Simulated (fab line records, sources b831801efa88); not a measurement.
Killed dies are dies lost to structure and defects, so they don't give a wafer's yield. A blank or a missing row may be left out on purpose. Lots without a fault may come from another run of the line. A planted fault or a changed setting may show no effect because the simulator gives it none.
Tool commonality check | flow gf180mcu | 13 lots, 39 wafers sampled

WHY IT WAS OPENED
At GF_HV_LDD_TW_MEAS_38 the reading HV_LDD_3_TW is flagged on 3 of 13 lots. Wafers without a fault read 1446, standard deviation 11.
Rule: a lot is flagged when every wafer of it that has a number lies more than 4 standard deviations from that mean, or none has a number. The other lots count as sound.

lot  | measured     | on            | HV_LDD_3_TW, wafer by wafer | flag
L510 | day 12 12:07 | film_metro-04 | 1455 1451 1452              |
L511 | day 12 18:26 | film_metro-01 | 1424 1423 1428              |
L512 | day 13 08:56 | film_metro-03 | 1454 1453 1450              |
L514 | day 13 23:10 | film_metro-01 | 1426 1426 1433              |
L516 | day 14 15:16 | film_metro-04 | 1449 1449 1438              |
L517 | day 14 15:58 | film_metro-01 | 1433 1433 1435              |
L522 | day 16 08:01 | film_metro-03 | 1338 1337 1343              | FLAGGED
L523 | day 16 14:10 | film_metro-04 | 1344 1334 1340              | FLAGGED
L524 | day 17 00:16 | film_metro-03 | 1449 1455 1449              |
L525 | day 17 05:33 | film_metro-04 | 1343 1340 1336              | FLAGGED
L528 | day 18 02:53 | film_metro-04 | 1447 1445 1447              |
L530 | day 18 20:20 | film_metro-04 | 1452 1448 1443              |
L532 | day 19 15:48 | film_metro-01 | 1424 1429 1428              |
The numbers of the flagged lots are 1339 on average: -107 against the usual, or -10 standard deviations.

WHICH TOOL RAN EACH LOT
The record holds 1 process step before the reading, out of a route of 602 steps. In each cell: the tool, then ch and the chambers that the sampled wafers went through, then the start.
lot  | flag    | GF_HV_LDD_IMPLANT_35
L510 |         | implanter-03 ch 0, day 12 11:46
L511 |         | implanter-02 ch 0, day 12 18:02
L512 |         | implanter-04 ch 0, day 13 08:32
L514 |         | implanter-03 ch 0, day 13 22:46
L516 |         | implanter-02 ch 0, day 14 14:52
L517 |         | implanter-04 ch 0, day 14 15:35
L522 | FLAGGED | implanter-04 ch 0, day 16 07:37
L523 | FLAGGED | implanter-04 ch 0, day 16 13:46
L524 |         | implanter-03 ch 0, day 16 23:52
L525 | FLAGGED | implanter-04 ch 0, day 17 05:12
L528 |         | implanter-02 ch 0, day 18 02:29
L530 |         | implanter-02 ch 0, day 18 19:56
L532 |         | implanter-02 ch 0, day 19 15:26
What these steps do:
- GF_HV_LDD_IMPLANT_35
- GF_HV_LDD_TW_MEAS_38

FLAGGED OVER TOTAL, TOOL BY TOOL (the gauges that took the reading come last)
step                 | tool          | lots run | flagged | share of the flagged lots | sound lots run after its first flagged lot
GF_HV_LDD_IMPLANT_35 | implanter-02  | 5        | 0       | none                      | -
GF_HV_LDD_IMPLANT_35 | implanter-03  | 3        | 0       | none                      | -
GF_HV_LDD_IMPLANT_35 | implanter-04  | 5        | 3       | all                       | 0
GF_HV_LDD_TW_MEAS_38 | film_metro-01 | 4        | 0       | none                      | -
GF_HV_LDD_TW_MEAS_38 | film_metro-03 | 3        | 1       | some                      | 1 (L524)
GF_HV_LDD_TW_MEAS_38 | film_metro-04 | 6        | 2       | some                      | 2 (L528,L530)

WHAT THE TABLE ALLOWS
1 row of the table ran every flagged lot: implanter-04 at GF_HV_LDD_IMPLANT_35.
- implanter-04 at GF_HV_LDD_IMPLANT_35: 3 of its 5 lots flagged. Its last sound lot is L517 (day 14 15:35), its first flagged lot L522 (day 16 07:37): a fault that began between those two fits. Its own readings lie more than 4 standard deviations out on every wafer of the flagged lots: dose_ions_cm2, faraday_current_uA.
One tool is left: implanter-04 at GF_HV_LDD_IMPLANT_35.

WHAT THE SIMULATOR HAD PUT IN
Process parameter drift: implanter-04, from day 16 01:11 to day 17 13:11, at GF_HV_LDD_IMPLANT_35. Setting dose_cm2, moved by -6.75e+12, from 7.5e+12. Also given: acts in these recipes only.
Lots struck among those shown: L522, L523, L525. The rule above found the same.
